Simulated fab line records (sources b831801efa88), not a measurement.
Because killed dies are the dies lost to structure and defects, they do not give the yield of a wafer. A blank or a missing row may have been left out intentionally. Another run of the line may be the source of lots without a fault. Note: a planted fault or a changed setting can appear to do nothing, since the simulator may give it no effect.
What tool caused it? + flow sky130 + 24 lots with 72 wafers sampled at 6 steps, on a route of 708 steps

== WHAT THE GAUGES READ, wafer by wafer ==
The record holds no reading of a measuring or inspecting step that can be judged against a usual standard deviation.

== TOOL THAT RAN EACH LOT (tool first, then ch and the chambers of the sampled wafers, then the start) ==
| lot  | SKY_VIA1_CMP_24               | SKY_METAL2_SPUTTER_03        | SKY_METAL3_SPUTTER_00        | SKY_METAL4_METAL_ETCH_18          | SKY_VIA4_CMP_21               | SKY_METAL5_SPUTTER_03        |
|------|-------------------------------|------------------------------|------------------------------|-----------------------------------|-------------------------------|------------------------------|
| L074 | cmp-02 ch 0,1,3, day 33 19:41 | pvd sputter-02, day 33 20:01 | pvd sputter-03, day 36 05:28 | rie metal-03 ch 0,1, day 41 18:50 | cmp-02 ch 1,2,3, day 42 19:41 | pvd sputter-02, day 42 20:05 |
| L077 | cmp-02 ch 1,2,3, day 34 09:02 | pvd sputter-03, day 34 09:24 | pvd sputter-03, day 36 18:59 | rie metal-01 ch 0,1, day 42 06:25 | cmp-02 ch 0,1,2, day 43 06:55 | pvd sputter-03, day 43 07:19 |
| L075 | cmp-02 ch 0,2,3, day 34 11:58 | pvd sputter-03, day 34 12:14 | pvd sputter-01, day 36 20:40 | rie metal-03 ch 0,1, day 42 06:59 | cmp-02 ch 0,1,2, day 43 07:44 | pvd sputter-04, day 43 08:02 |
| L076 | cmp-02 ch 1,2,3, day 34 15:42 | pvd sputter-03, day 34 15:58 | pvd sputter-04, day 37 00:40 | rie metal-01 ch 0,1, day 42 12:01 | cmp-02 ch 0,1,2, day 43 13:25 | pvd sputter-03, day 43 13:42 |
| L078 | cmp-02 ch 0,1, day 34 20:25   | pvd sputter-03, day 34 20:47 | pvd sputter-03, day 37 05:37 | rie metal-04 ch 0,1, day 42 16:49 | cmp-01 ch 1,3, day 43 17:26   | pvd sputter-02, day 43 17:50 |
| L079 | cmp-02 ch 0,2,3, day 34 23:29 | pvd sputter-03, day 34 23:52 | pvd sputter-03, day 37 08:35 | rie metal-03 ch 0,1, day 43 02:19 | cmp-01 ch 0,1,2, day 44 03:36 | pvd sputter-03, day 44 04:00 |
| L080 | cmp-02 ch 0,1,2, day 35 16:50 | pvd sputter-02, day 35 17:13 | pvd sputter-03, day 38 02:32 | rie metal-03 ch 0,1, day 43 09:46 | cmp-02 ch 1,2,3, day 44 10:37 | pvd sputter-03, day 44 10:58 |
| L081 | cmp-02 ch 0,1,2, day 36 07:27 | pvd sputter-03, day 36 07:46 | pvd sputter-04, day 38 16:23 | rie metal-03 ch 0,1, day 43 21:41 | cmp-02 ch 0,2,3, day 44 21:16 | pvd sputter-03, day 44 21:40 |
| L082 | cmp-02 ch 0,2, day 36 09:25   | pvd sputter-02, day 36 09:45 | pvd sputter-04, day 38 18:53 | rie metal-04 ch 0, day 43 23:47   | cmp-01 ch 1,3, day 45 00:23   | pvd sputter-04, day 45 00:44 |
| L083 | cmp-02 ch 0,2,3, day 36 16:49 | pvd sputter-04, day 36 17:06 | pvd sputter-01, day 39 01:50 | rie metal-03 ch 0,1, day 44 05:03 | cmp-01 ch 0,1,3, day 45 04:41 | pvd sputter-03, day 45 05:05 |
| L084 | cmp-02 ch 1,3, day 37 04:17   | pvd sputter-04, day 37 04:37 | pvd sputter-03, day 39 13:58 | rie metal-03 ch 1, day 44 17:04   | cmp-01 ch 1,2, day 45 16:41   | pvd sputter-04, day 45 17:05 |
| L085 | cmp-01 ch 1,2,3, day 38 01:47 | pvd sputter-04, day 38 02:00 | pvd sputter-01, day 40 09:19 | rie metal-04 ch 0,1, day 45 07:25 | cmp-01 ch 1,2,3, day 46 05:57 | pvd sputter-04, day 46 06:15 |
| L086 | cmp-01 ch 0,1,2, day 38 05:59 | pvd sputter-02, day 38 06:22 | pvd sputter-01, day 40 13:22 | rie metal-03 ch 0,1, day 45 12:40 | cmp-01 ch 0,2,3, day 46 11:58 | pvd sputter-02, day 46 12:22 |
| L087 | cmp-01 ch 1,2,3, day 38 06:40 | pvd sputter-03, day 38 07:02 | pvd sputter-03, day 40 14:13 | rie metal-01 ch 0,1, day 45 13:01 | cmp-01 ch 1,2,3, day 46 12:40 | pvd sputter-04, day 46 13:04 |
| L088 | cmp-02 ch 1,2, day 38 11:22   | pvd sputter-02, day 38 11:44 | pvd sputter-03, day 40 18:11 | rie metal-01 ch 0,1, day 45 17:29 | cmp-01 ch 0,2,3, day 46 16:03 | pvd sputter-03, day 46 16:24 |
| L089 | cmp-01 ch 0,1,2, day 38 16:50 | pvd sputter-03, day 38 17:06 | pvd sputter-03, day 40 22:11 | rie metal-03 ch 0, day 45 19:34   | cmp-02 ch 0,2,3, day 46 18:45 | pvd sputter-03, day 46 19:06 |
| L090 | cmp-02 ch 1,2, day 39 04:29   | pvd sputter-02, day 39 04:51 | pvd sputter-01, day 41 08:10 | rie metal-01 ch 0,1, day 46 03:31 | cmp-02 ch 0,1,3, day 47 01:37 | pvd sputter-02, day 47 01:58 |
| L091 | cmp-02 ch 0,2,3, day 39 07:19 | pvd sputter-02, day 39 07:41 | pvd sputter-01, day 41 11:23 | rie metal-03 ch 0, day 46 07:40   | cmp-02 ch 0,1,3, day 47 05:37 | pvd sputter-03, day 47 05:58 |
| L092 | cmp-02 ch 0,2, day 39 10:55   | pvd sputter-04, day 39 11:17 | pvd sputter-01, day 41 15:41 | rie metal-04 ch 0,1, day 46 11:31 | cmp-01 ch 1,3, day 47 09:47   | pvd sputter-04, day 47 10:11 |
| L093 | cmp-02 ch 1,2,3, day 39 19:05 | pvd sputter-04, day 39 19:25 | pvd sputter-01, day 41 22:38 | rie metal-01 ch 0,1, day 46 17:34 | cmp-02 ch 0,2,3, day 47 15:07 | pvd sputter-02, day 47 15:25 |
| L094 | cmp-01 ch 1,2,3, day 40 12:08 | pvd sputter-04, day 40 12:25 | pvd sputter-01, day 42 14:41 | rie metal-04 ch 0,1, day 47 07:29 | cmp-01 ch 0,1,2, day 48 05:12 | pvd sputter-02, day 48 05:27 |
| L095 | cmp-02 ch 1,2,3, day 40 12:55 | pvd sputter-04, day 40 13:11 | pvd sputter-04, day 42 15:52 | rie metal-01 ch 0,1, day 47 09:10 | cmp-02 ch 2,3, day 48 06:26   | pvd sputter-03, day 48 06:50 |
| L096 | cmp-01 ch 0,1,2, day 40 19:23 | pvd sputter-04, day 40 19:43 | pvd sputter-01, day 42 22:06 | rie metal-03 ch 0,1, day 47 14:04 | cmp-01 ch 0,2,3, day 48 10:48 | pvd sputter-02, day 48 11:09 |
| L097 | cmp-02 ch 0,1, day 41 07:11   | pvd sputter-03, day 41 07:33 | pvd sputter-04, day 43 09:26 | rie metal-01 ch 0,1, day 47 22:35 | cmp-02 ch 0,2,3, day 48 19:45 | pvd sputter-04, day 48 20:03 |
- SKY_VIA1_CMP_24: polishes, stops on SiO2, t overpolish 15 s, target thk 0 nm.
- SKY_METAL2_SPUTTER_03: material Ti, target thk 5 nm, time 3.3 s.
- SKY_METAL3_SPUTTER_00: material Ti, target thk 15 nm, time 10 s.
- SKY_METAL4_METAL_ETCH_18: etches the open film in Cl2/BCl3, stops on SiO2, target depth 845 nm, time 183.1 s.
- SKY_VIA4_CMP_21: polishes, stops on SiO2, t overpolish 25 s, target thk 0 nm.
- SKY_METAL5_SPUTTER_03: material Ti, target thk 5 nm, time 3.3 s.

== WHAT THE TOOLS THEMSELVES READ (means of the sampled wafers that have a number; where no wafer has one, the mark that the record gives instead) ==
SKY_VIA1_CMP_24. Usual: head pressure psi 3.500 psi, standard deviation 0.0077; motor current A 11.1 A, standard deviation 0.83; overpolish run s 15.001 s, standard deviation 0.01; platen rpm 60.00 rpm, standard deviation 0.036; time to endpoint s 62 s, standard deviation 3.4.
| lot  | tool   | head pressure psi (psi) | motor current A (A) | overpolish run s (s) | platen rpm (rpm) | time to endpoint s (s) | flag |
|------|--------|-------------------------|---------------------|----------------------|------------------|------------------------|------|
| L074 | cmp-02 | 3.500                   | 11.4                | 14.997               | 60.01            | 63                     |      |
| L077 | cmp-02 | 3.501                   | 11.2                | 15.001               | 60.00            | 63                     |      |
| L075 | cmp-02 | 3.495                   | 10.7                | 15.000               | 59.97            | 62                     |      |
| L076 | cmp-02 | 3.494                   | 11.6                | 14.995               | 60.00            | 66                     |      |
| L078 | cmp-02 | 3.509                   | 11.2                | 15.003               | 60.02            | 66                     |      |
| L079 | cmp-02 | 3.492                   | 10.8                | 15.001               | 60.00            | 67                     |      |
| L080 | cmp-02 | 3.500                   | 10.9                | 14.990               | 60.00            | 62                     |      |
| L081 | cmp-02 | 3.507                   | 10.7                | 15.003               | 60.01            | 60                     |      |
| L082 | cmp-02 | 3.504                   | 10.5                | 15.007               | 60.04            | 58                     |      |
| L083 | cmp-02 | 3.502                   | 10.8                | 14.994               | 59.99            | 63                     |      |
| L084 | cmp-02 | 3.503                   | 11.7                | 15.009               | 59.98            | 62                     |      |
| L085 | cmp-01 | 3.498                   | 11.3                | 14.999               | 59.98            | 60                     |      |
| L086 | cmp-01 | 3.499                   | 11.3                | 15.001               | 59.97            | 63                     |      |
| L087 | cmp-01 | 3.501                   | 11.7                | 15.005               | 60.01            | 61                     |      |
| L088 | cmp-02 | 3.503                   | 11.1                | 15.002               | 59.99            | 60                     |      |
| L089 | cmp-01 | 3.500                   | 11.0                | 14.999               | 60.01            | 60                     |      |
| L090 | cmp-02 | 3.506                   | 11.5                | 15.001               | 59.98            | 60                     |      |
| L091 | cmp-02 | 3.503                   | 11.1                | 15.005               | 60.01            | 59                     |      |
| L092 | cmp-02 | 3.503                   | 10.5                | 15.002               | 60.00            | 61                     |      |
| L093 | cmp-02 | 3.500                   | 11.6                | 15.003               | 59.98            | 60                     |      |
| L094 | cmp-01 | 3.494                   | 12.1                | 15.000               | 59.98            | 59                     |      |
| L095 | cmp-02 | 3.502                   | 11.5                | 15.000               | 59.99            | 61                     |      |
| L096 | cmp-01 | 3.493                   | 11.2                | 14.997               | 60.03            | 65                     |      |
| L097 | cmp-02 | 3.505                   | 10.3                | 14.992               | 59.97            | 63                     |      |

SKY_METAL2_SPUTTER_03. Usual: 29.5 % for throttle valve pct, sd 0.93.
| lot  | tool           | throttle valve pct (%) | flag |
|------|----------------|------------------------|------|
| L074 | pvd sputter-02 | 31.0                   |      |
| L077 | pvd sputter-03 | 28.6                   |      |
| L075 | pvd sputter-03 | 28.9                   |      |
| L076 | pvd sputter-03 | 28.8                   |      |
| L078 | pvd sputter-03 | 28.8                   |      |
| L079 | pvd sputter-03 | 28.8                   |      |
| L080 | pvd sputter-02 | 31.1                   |      |
| L081 | pvd sputter-03 | 28.7                   |      |
| L082 | pvd sputter-02 | 30.8                   |      |
| L083 | pvd sputter-04 | 29.2                   |      |
| L084 | pvd sputter-04 | 29.4                   |      |
| L085 | pvd sputter-04 | 29.5                   |      |
| L086 | pvd sputter-02 | 30.5                   |      |
| L087 | pvd sputter-03 | 28.8                   |      |
| L088 | pvd sputter-02 | 31.0                   |      |
| L089 | pvd sputter-03 | 28.7                   |      |
| L090 | pvd sputter-02 | 30.8                   |      |
| L091 | pvd sputter-02 | 30.3                   |      |
| L092 | pvd sputter-04 | 28.8                   |      |
| L093 | pvd sputter-04 | 29.4                   |      |
| L094 | pvd sputter-04 | 29.4                   |      |
| L095 | pvd sputter-04 | 29.3                   |      |
| L096 | pvd sputter-04 | 29.1                   |      |
| L097 | pvd sputter-03 | 28.8                   |      |

SKY_METAL3_SPUTTER_00. Usual: 29.3 % for throttle valve pct, sd 0.57.
| lot  | tool           | throttle valve pct (%) | flag |
|------|----------------|------------------------|------|
| L074 | pvd sputter-03 | 28.8                   |      |
| L077 | pvd sputter-03 | 28.7                   |      |
| L075 | pvd sputter-01 | 29.4                   |      |
| L076 | pvd sputter-04 | 29.1                   |      |
| L078 | pvd sputter-03 | 28.7                   |      |
| L079 | pvd sputter-03 | 28.7                   |      |
| L080 | pvd sputter-03 | 28.8                   |      |
| L081 | pvd sputter-04 | 29.5                   |      |
| L082 | pvd sputter-04 | 29.5                   |      |
| L083 | pvd sputter-01 | 29.6                   |      |
| L084 | pvd sputter-03 | 28.8                   |      |
| L085 | pvd sputter-01 | 29.7                   |      |
| L086 | pvd sputter-01 | 30.0                   |      |
| L087 | pvd sputter-03 | 28.9                   |      |
| L088 | pvd sputter-03 | 28.7                   |      |
| L089 | pvd sputter-03 | 28.8                   |      |
| L090 | pvd sputter-01 | 29.5                   |      |
| L091 | pvd sputter-01 | 29.3                   |      |
| L092 | pvd sputter-01 | 29.6                   |      |
| L093 | pvd sputter-01 | 29.6                   |      |
| L094 | pvd sputter-01 | 29.8                   |      |
| L095 | pvd sputter-04 | 29.0                   |      |
| L096 | pvd sputter-01 | 29.5                   |      |
| L097 | pvd sputter-04 | 29.6                   |      |

SKY_METAL4_METAL_ETCH_18. Usual: bias w 48.48 W, standard deviation 0.14; drypump motor current A 5.7 A, standard deviation 0.42; oes product au 0.866 a.u., standard deviation 0.0074; throttle valve pct 22.264 %, standard deviation 0.0087.
| lot  | tool         | bias w (W) | drypump motor current A (A) | oes product au (a.u.) | throttle valve pct (%) | flag |
|------|--------------|------------|-----------------------------|-----------------------|------------------------|------|
| L074 | rie metal-03 | 48.62      | 6.1                         | 0.863                 | 22.272                 |      |
| L077 | rie metal-01 | 48.51      | 5.8                         | 0.866                 | 22.256                 |      |
| L075 | rie metal-03 | 48.49      | 6.1                         | 0.869                 | 22.262                 |      |
| L076 | rie metal-01 | 48.60      | 5.8                         | 0.871                 | 22.265                 |      |
| L078 | rie metal-04 | 48.24      | 5.1                         | 0.866                 | 22.266                 |      |
| L079 | rie metal-03 | 48.55      | 5.9                         | 0.874                 | 22.267                 |      |
| L080 | rie metal-03 | 48.53      | 6.1                         | 0.865                 | 22.260                 |      |
| L081 | rie metal-03 | 48.43      | 5.9                         | 0.870                 | 22.269                 |      |
| L082 | rie metal-04 | 48.47      | 5.1                         | 0.870                 | 22.258                 |      |
| L083 | rie metal-03 | 48.48      | 5.9                         | 0.857                 | 22.272                 |      |
| L084 | rie metal-03 | 48.46      | 6.3                         | 0.864                 | 22.267                 |      |
| L085 | rie metal-04 | 48.40      | 5.1                         | 0.869                 | 22.269                 |      |
| L086 | rie metal-03 | 48.47      | 5.9                         | 0.862                 | 22.264                 |      |
| L087 | rie metal-01 | 48.53      | 5.6                         | 0.867                 | 22.253                 |      |
| L088 | rie metal-01 | 48.42      | 5.8                         | 0.867                 | 22.263                 |      |
| L089 | rie metal-03 | 48.58      | 5.7                         | 0.860                 | 22.268                 |      |
| L090 | rie metal-01 | 48.61      | 5.8                         | 0.864                 | 22.264                 |      |
| L091 | rie metal-03 | 48.41      | 5.7                         | 0.863                 | 22.275                 |      |
| L092 | rie metal-04 | 48.51      | 5.1                         | 0.866                 | 22.260                 |      |
| L093 | rie metal-01 | 48.43      | 5.8                         | 0.864                 | 22.256                 |      |
| L094 | rie metal-04 | 48.61      | 5.1                         | 0.864                 | 22.262                 |      |
| L095 | rie metal-01 | 48.55      | 5.6                         | 0.862                 | 22.259                 |      |
| L096 | rie metal-03 | 48.41      | 6.1                         | 0.863                 | 22.270                 |      |
| L097 | rie metal-01 | 48.41      | 5.7                         | 0.863                 | 22.259                 |      |

SKY_VIA4_CMP_21. Usual: head pressure psi 3.502 psi, standard deviation 0.0073; motor current A 11.3 A, standard deviation 0.91; overpolish run s 24.999 s, standard deviation 0.0085; platen rpm 60.00 rpm, standard deviation 0.04; time to endpoint s 118 s, standard deviation 5.
| lot  | tool   | head pressure psi (psi) | motor current A (A) | overpolish run s (s) | platen rpm (rpm) | time to endpoint s (s) | flag |
|------|--------|-------------------------|---------------------|----------------------|------------------|------------------------|------|
| L074 | cmp-02 | 3.497                   | 11.3                | 24.997               | 59.97            | 121                    |      |
| L077 | cmp-02 | 3.498                   | 10.6                | 24.999               | 60.03            | 120                    |      |
| L075 | cmp-02 | 3.507                   | 11.2                | 25.005               | 60.04            | 117                    |      |
| L076 | cmp-02 | 3.500                   | 10.9                | 25.001               | 59.99            | 117                    |      |
| L078 | cmp-01 | 3.498                   | 11.7                | 24.994               | 60.03            | 111                    |      |
| L079 | cmp-01 | 3.502                   | 11.2                | 24.999               | 60.00            | 118                    |      |
| L080 | cmp-02 | 3.490                   | 11.7                | 25.002               | 60.01            | 123                    |      |
| L081 | cmp-02 | 3.506                   | 10.9                | 24.996               | 60.03            | 117                    |      |
| L082 | cmp-01 | 3.504                   | 11.6                | 24.991               | 59.97            | 108                    |      |
| L083 | cmp-01 | 3.500                   | 11.2                | 25.000               | 59.98            | 113                    |      |
| L084 | cmp-01 | 3.499                   | 12.0                | 24.999               | 59.99            | 112                    |      |
| L085 | cmp-01 | 3.499                   | 12.0                | 25.001               | 60.01            | 117                    |      |
| L086 | cmp-01 | 3.502                   | 11.1                | 25.000               | 59.96            | 119                    |      |
| L087 | cmp-01 | 3.506                   | 12.1                | 24.998               | 59.98            | 115                    |      |
| L088 | cmp-01 | 3.496                   | 11.0                | 25.004               | 60.03            | 122                    |      |
| L089 | cmp-02 | 3.496                   | 10.7                | 24.998               | 59.97            | 116                    |      |
| L090 | cmp-02 | 3.511                   | 11.2                | 24.999               | 59.98            | 120                    |      |
| L091 | cmp-02 | 3.497                   | 11.4                | 24.998               | 60.02            | 120                    |      |
| L092 | cmp-01 | 3.509                   | 11.5                | 24.993               | 59.98            | 117                    |      |
| L093 | cmp-02 | 3.502                   | 10.7                | 24.996               | 60.02            | 119                    |      |
| L094 | cmp-01 | 3.502                   | 11.4                | 25.001               | 60.00            | 125                    |      |
| L095 | cmp-02 | 3.497                   | 10.9                | 25.004               | 59.97            | 114                    |      |
| L096 | cmp-01 | 3.498                   | 11.2                | 24.996               | 60.00            | 118                    |      |
| L097 | cmp-02 | 3.498                   | 10.6                | 25.000               | 60.00            | 112                    |      |

SKY_METAL5_SPUTTER_03. Usual: 29.5 % for throttle valve pct, sd 0.92.
| lot  | tool           | throttle valve pct (%) | flag |
|------|----------------|------------------------|------|
| L074 | pvd sputter-02 | 30.6                   |      |
| L077 | pvd sputter-03 | 28.8                   |      |
| L075 | pvd sputter-04 | 29.6                   |      |
| L076 | pvd sputter-03 | 28.7                   |      |
| L078 | pvd sputter-02 | 30.4                   |      |
| L079 | pvd sputter-03 | 28.7                   |      |
| L080 | pvd sputter-03 | 28.5                   |      |
| L081 | pvd sputter-03 | 28.9                   |      |
| L082 | pvd sputter-04 | 29.4                   |      |
| L083 | pvd sputter-03 | 29.0                   |      |
| L084 | pvd sputter-04 | 29.9                   |      |
| L085 | pvd sputter-04 | 29.5                   |      |
| L086 | pvd sputter-02 | 30.5                   |      |
| L087 | pvd sputter-04 | 29.7                   |      |
| L088 | pvd sputter-03 | 28.8                   |      |
| L089 | pvd sputter-03 | 28.8                   |      |
| L090 | pvd sputter-02 | 29.8                   |      |
| L091 | pvd sputter-03 | 28.7                   |      |
| L092 | pvd sputter-04 | 29.5                   |      |
| L093 | pvd sputter-02 | 30.3                   |      |
| L094 | pvd sputter-02 | 30.2                   |      |
| L095 | pvd sputter-03 | 28.7                   |      |
| L096 | pvd sputter-02 | 30.9                   |      |
| L097 | pvd sputter-04 | 29.5                   |      |

== THE ANSWER, worked out from the rows above alone ==
Rule: lot off if the mean of its wafers having a number is beyond 3 standard deviations from the usual mean. A lot without any number at a reading at which 4 lots or more have one is off too. Any other lot the step has rows for is counted as sound. First the gauges in route order, then the tools' own readings, where a lot's mean is used as printed above. At the first step where some lot is off, the reading lying furthest off is the one used; lots without a number count as furthest.
No lot is off at any reading shown: from this, nothing can be told.

== WHAT THE SIMULATOR HAD PUT IN ==
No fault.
